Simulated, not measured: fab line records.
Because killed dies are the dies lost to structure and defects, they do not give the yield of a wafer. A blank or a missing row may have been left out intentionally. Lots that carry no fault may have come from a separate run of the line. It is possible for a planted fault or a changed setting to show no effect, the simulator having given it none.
What tool caused it? -- flow sky130 -- Sampling: 14 lots, 42 wafers, 5 of 708 route steps

== WHAT THE GAUGES READ, wafer by wafer ==
SKY_METAL3_CD_MEAS_13: target cd 300 nm.
lot,measured,on,cd-nm (nm)
L449,day 38 19:57,cd-sem-02,300.6 301.8 301.5
L450,day 39 04:49,cd-sem-02,301.0 299.0 301.7
L452,day 40 04:27,cd-sem-02,301.1 301.4 300.7
L453,day 40 06:35,cd-sem-02,301.2 301.6 301.1
L456,day 41 04:31,cd-sem-02,300.4 300.9 300.1
L464,day 43 07:54,cd-sem-02,301.1 300.9 301.0
L465,day 43 12:04,cd-sem-02,300.3 301.1 301.2
L466,day 44 01:17,cd-sem-02,302.7 301.7 301.2
L467,day 44 05:23,cd-sem-01,301.1 302.7 301.4
L468,day 44 14:58,cd-sem-01,301.1 301.0 300.8
L469,day 44 20:04,cd-sem-02,300.8 300.9 301.4
L471,day 45 01:15,cd-sem-01,298.0 299.7 300.7

== EACH LOT AND THE TOOL THAT RAN IT (in order: tool; ch and the chambers of the sampled wafers; start) ==
lot,SKY_VIA2_ETCH_14,SKY_CAPM_SPUTTER_02,SKY_CAPM_METAL_ETCH_13,SKY_CAPM_STRIP_14
L449,"rie-diel-01 ch 1,2, day 36 13:11","pvd-sputter-02, day 36 14:49","rie-metal-01 ch 0,1, day 37 17:35","plasma-asher-01 ch 0,1, day 37 17:40"
L450,"rie-diel-01 ch 0,1,3, day 36 22:46","pvd-sputter-03, day 37 00:22","rie-metal-03 ch 0, day 38 02:35","plasma-asher-02 ch 0,1, day 38 02:40"
L452,"rie-diel-01 ch 1,2,3, day 38 00:32","pvd-sputter-03, day 38 02:12","rie-metal-02 ch 0,1, day 39 03:32","plasma-asher-02 ch 0,1, day 39 03:37"
L453,"rie-diel-02 ch 2,3, day 38 02:14","pvd-sputter-01, day 38 03:55","rie-metal-03 ch 0,1, day 39 05:48","plasma-asher-04 ch 0,1, day 39 05:53"
L456,"rie-diel-04 ch 0,2,3, day 39 01:20","pvd-sputter-01, day 39 02:56","rie-metal-03 ch 0,1, day 40 03:23","plasma-asher-01 ch 0,1, day 40 03:28"
L458,"rie-diel-01 ch 0,1,2, day 39 14:35","pvd-sputter-01, day 39 16:12","rie-metal-02 ch 0,1, day 40 16:46","plasma-asher-02 ch 0,1, day 40 16:50"
L459,"rie-diel-04 ch 0,3, day 39 22:11","pvd-sputter-03, day 39 23:53","rie-metal-02 ch 0,1, day 41 00:36","plasma-asher-04 ch 0,1, day 41 00:41"
L464,"rie-diel-04 ch 2,3, day 41 06:58","pvd-sputter-03, day 41 08:35","rie-metal-02 ch 0,1, day 42 08:23","plasma-asher-02 ch 0,1, day 42 08:28"
L465,"rie-diel-02 ch 0,1,3, day 41 12:17","pvd-sputter-03, day 41 13:54","rie-metal-03 ch 0,1, day 42 12:25","plasma-asher-01 ch 0,1, day 42 12:29"
L466,"rie-diel-01 ch 0,1, day 42 00:26","pvd-sputter-03, day 42 02:08","rie-metal-02 ch 0,1, day 43 01:54","plasma-asher-04 ch 1, day 43 01:59"
L467,"rie-diel-02 ch 0,2,3, day 42 04:44","pvd-sputter-01, day 42 06:21","rie-metal-01 ch 0,1, day 43 05:55","plasma-asher-04 ch 0,1, day 43 05:59"
L468,"rie-diel-01 ch 1,2,3, day 42 15:26","pvd-sputter-03, day 42 17:02","rie-metal-03 ch 0,1, day 43 15:43","plasma-asher-01 ch 0,1, day 43 15:47"
L469,"rie-diel-04 ch 0,1,2, day 42 20:22","pvd-sputter-01, day 42 22:01","rie-metal-01 ch 0,1, day 43 21:00","plasma-asher-04 ch 0,1, day 43 21:05"
L471,"rie-diel-01 ch 0,1,2, day 43 01:41","pvd-sputter-03, day 43 03:19","rie-metal-02 ch 0,1, day 44 01:54","plasma-asher-04 ch 0,1, day 44 01:59"
- SKY_VIA2_ETCH_14: etches BARC in N2/H2, stops on SiO2, time 45.9 s, target depth 60 nm.
- SKY_CAPM_SPUTTER_02: material TiN, target thk 200 nm, time 166.7 s.
- SKY_CAPM_METAL_ETCH_13: etches TiN in Cl2/BCl3, stops on SiO2, target depth 220 nm, time 62.9 s.
- SKY_CAPM_STRIP_14: strips in O2/N2.

== WHAT THE TOOLS THEMSELVES READ (means of the sampled wafers that have a number; where no wafer has one, the mark that the record gives instead) ==
SKY_VIA2_ETCH_14.
lot,tool,bias-w (W),chamber-pressure-mTorr (mTorr),drypump-motor-current-A (A),oes-product-au (a.u.),throttle-valve-pct (%)
L449,rie-diel-01,100.6,29.99,5.2,0.857,13.231
L450,rie-diel-01,99.8,29.99,5.5,0.857,13.227
L452,rie-diel-01,100.0,29.98,5.5,0.851,13.233
L453,rie-diel-02,100.0,30.03,5.5,0.852,13.231
L456,rie-diel-04,100.0,29.99,5.3,0.854,13.229
L458,rie-diel-01,99.9,29.98,5.6,0.855,13.234
L459,rie-diel-04,100.0,29.96,5.0,0.855,13.223
L464,rie-diel-04,99.8,30.00,5.1,0.855,13.228
L465,rie-diel-02,100.0,29.98,5.8,0.853,13.224
L466,rie-diel-01,99.8,30.01,5.6,0.856,13.218
L467,rie-diel-02,100.4,29.98,5.7,0.853,13.229
L468,rie-diel-01,100.2,29.97,5.5,0.853,13.228
L469,rie-diel-04,100.0,30.01,5.4,0.852,13.225
L471,rie-diel-01,100.2,29.98,5.5,0.857,13.220

SKY_CAPM_SPUTTER_02.
lot,tool,throttle-valve-pct (%)
L449,pvd-sputter-02,28.3
L450,pvd-sputter-03,30.5
L452,pvd-sputter-03,29.8
L453,pvd-sputter-01,30.9
L456,pvd-sputter-01,31.1
L458,pvd-sputter-01,31.0
L459,pvd-sputter-03,30.2
L464,pvd-sputter-03,30.3
L465,pvd-sputter-03,29.6
L466,pvd-sputter-03,29.4
L467,pvd-sputter-01,29.6
L468,pvd-sputter-03,29.7
L469,pvd-sputter-01,30.0
L471,pvd-sputter-03,30.2

SKY_CAPM_METAL_ETCH_13.
lot,tool,bcl3-flow-sccm (sccm),bias-w (W),drypump-motor-current-A (A),oes-product-au (a.u.),throttle-valve-pct (%)
L449,rie-metal-01,30.04,48.60,5.4,0.932,21.901
L450,rie-metal-03,30.06,48.34,5.7,0.922,21.916
L452,rie-metal-02,30.03,48.52,5.3,0.925,21.918
L453,rie-metal-03,30.01,48.69,5.5,0.923,21.914
L456,rie-metal-03,29.98,48.62,5.3,0.925,21.912
L458,rie-metal-02,-,-,-,-,-
L459,rie-metal-02,-,-,-,-,-
L464,rie-metal-02,29.99,48.62,5.0,0.923,21.911
L465,rie-metal-03,30.02,48.55,5.3,0.929,21.906
L466,rie-metal-02,30.00,48.58,5.1,0.934,21.904
L467,rie-metal-01,30.02,48.58,5.7,0.936,21.913
L468,rie-metal-03,30.06,48.62,5.3,0.929,21.910
L469,rie-metal-01,29.93,48.58,5.7,0.920,21.926
L471,rie-metal-02,30.03,48.49,5.1,0.934,21.912

SKY_CAPM_STRIP_14.
lot,tool,drypump-motor-current-A (A),o2-flow-sccm (sccm),oes-product-au (a.u.),strip-time-to-endpoint-s (s)
L449,plasma-asher-01,5.94,3008,0.712,12.65
L450,plasma-asher-02,5.56,2994,0.711,12.63
L452,plasma-asher-02,5.56,3006,0.713,12.70
L453,plasma-asher-04,5.78,2999,0.712,12.65
L456,plasma-asher-01,5.92,2993,0.707,12.71
L458,plasma-asher-02,5.59,3003,0.723,14.21
L459,plasma-asher-04,5.78,2999,0.715,14.12
L464,plasma-asher-02,5.56,2991,0.711,12.68
L465,plasma-asher-01,5.78,3001,0.712,12.68
L466,plasma-asher-04,5.75,3010,0.709,12.59
L467,plasma-asher-04,5.78,3000,0.708,12.58
L468,plasma-asher-01,5.76,3003,0.716,12.58
L469,plasma-asher-04,5.77,3007,0.707,12.68
L471,plasma-asher-04,5.79,2992,0.708,12.67

== THE ANSWER, worked out from the rows above alone ==
Rule: usual is defined by the lots themselves. The widest of any qualifying gaps counts: lots, ordered by their means at a reading, are off when they make up no more than a third of the lots, leave a main group of 4 or more, and stand apart from it by 3 or more times the standard deviation of that group's means. The tables above print the reading to a certain number of digits; a main group whose means all agree to those digits is not used. Also off: a lot with no number at a reading for which 4 or more lots have one. The other lots that the step has rows for count as sound. First the gauges in route order, then the tools' own readings, where a lot's mean is used as printed above. The first step at which some lot is off is used, and at that step the reading that is off furthest; a lot without a number counts as furthest.
Off: L458, L459 (SKY_CAPM_METAL_ETCH_13, bcl3-flow-sccm). Without a number there: L458, L459. The main group has a mean of 30.01 sccm with a standard deviation of 0.035.
A tool fits if, at that step or a process step before it, it ran every lot that is off, and no sound lot after the first of them. Of those tried, none fits.

== WHAT WAS PUT IN BY THE SIMULATOR ==
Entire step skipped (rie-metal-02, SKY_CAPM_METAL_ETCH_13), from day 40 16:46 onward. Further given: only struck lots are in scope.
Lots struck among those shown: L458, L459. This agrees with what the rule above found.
